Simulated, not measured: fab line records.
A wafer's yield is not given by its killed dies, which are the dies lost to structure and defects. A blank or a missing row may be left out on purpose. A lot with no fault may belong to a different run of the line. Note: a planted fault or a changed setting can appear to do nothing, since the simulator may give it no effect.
Problem report in the 8D (eight disciplines) form, filled by code + flow gf180mcu + the parts of the form that need people (team, actions taken, sign-off) are left out

## 1. THE ISSUE
Mean of run length s at GF_STI_ETCH_13: 132.0 s across 6 wafers in 2 lots; on wafers with no fault it is 141.4 s (standard deviation 0.49). That is -19 standard deviations from the usual mean.
The step: etches the open film in CHF3/O2, stops on Si, target depth 282.31 nm, time 112.9 s.
Seen first at day 4 20:17 on rie diel-03, wafer L993.1. The record holds 36 wafers of 12 lots with a number at this step. Rule for "out" (also "out of limits"): further than 4 standard deviations from the usual mean. The rest of the wafers with a number are treated as sound.

## 2. WHAT THIS IS AND IS NOT
| question                    | is                           | is not                                                                                 |
|-----------------------------|------------------------------|----------------------------------------------------------------------------------------|
| which readings at this step | run length s, oes product au | -                                                                                      |
| which lots                  | L993, L995                   | L100, L101, L980, L981, L982, L983, L984, L987, L996, L998                             |
| which wafers of those lots  | all that have a number       | -                                                                                      |
| read on which tools         | rie diel-03                  | rie diel-01                                                                            |
| when                        | from day 4 20:17             | up to then (18 sound wafers); but 12 sound wafers of L100, L101, L996, L998 came after |

## 3. SUSPECTS, AND WHAT RULES EACH OUT
Counting: a tool stays on the suspect list if, at a process step up to the reading, it processed all lots that are out and no sound lot following the first of them.
- rie diel-03 at GF_STI_ETCH_13 (etches the open film in CHF3/O2, stops on Si, target depth 282.31 nm, time 112.9 s): kept. It processed each lot that is out, first L993 at day 4 20:17, and no sound lot thereafter; up to then, the last sound lot it processed was L987 at day 3 13:10. Out on those wafers are its own readings of oes product au, run length s.
The count leaves rie diel-03 at GF_STI_ETCH_13.

## 4. THE CAUSE (what the simulator had put in)
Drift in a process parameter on rie diel-03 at GF_STI_ETCH_13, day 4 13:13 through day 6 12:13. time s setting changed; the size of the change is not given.
After counting, this tool was the only one left.

## 5. THE EFFECT CHAIN, in route order
Rows list readings where the struck wafers' mean (over those with a number) sits beyond 3 standard deviations from the usual. Only readings for which the record gives a usual standard deviation are gone through. hours: the time from each lot's start at the first step in this table that gives one to its start at this step, as a median over the lots. sigmas: the change in usual standard deviations.
| hours | step            | reading                  | usual      | on struck wafers | change | sigmas |
|-------|-----------------|--------------------------|------------|------------------|--------|--------|
| 0     | GF_STI_ETCH_13  | oes product au           | 0.833 a.u. | 0.905            | +0.072 | +12    |
| 0     | GF_STI_ETCH_13  | run length s             | 141.4 s    | 132.0            | -9.4   | -19    |
| 0     | GF_STI_STRIP_15 | strip time to endpoint s | 3.75 s     | 3.93             | +0.18  | +4.2   |
It contains these process steps:
- GF_STI_ETCH_13: etches the open film in CHF3/O2, stops on Si, target depth 282.31 nm, time 112.9 s.
- GF_STI_STRIP_15: strips in O2/N2.
Later steps that measure or inspect, where all struck wafers having a row at the step show a number for every such reading and not one has moved that far: GF_VT_IMPLANT_RS_MEAS_48, GF_CONTACT_BOW_MEAS_05.

## 6. HOW IT WOULD HAVE BEEN CAUGHT EARLIER
7 hours passed between the start of the fault at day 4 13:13 and the first reading out of limits in this record, taken at day 4 20:17.
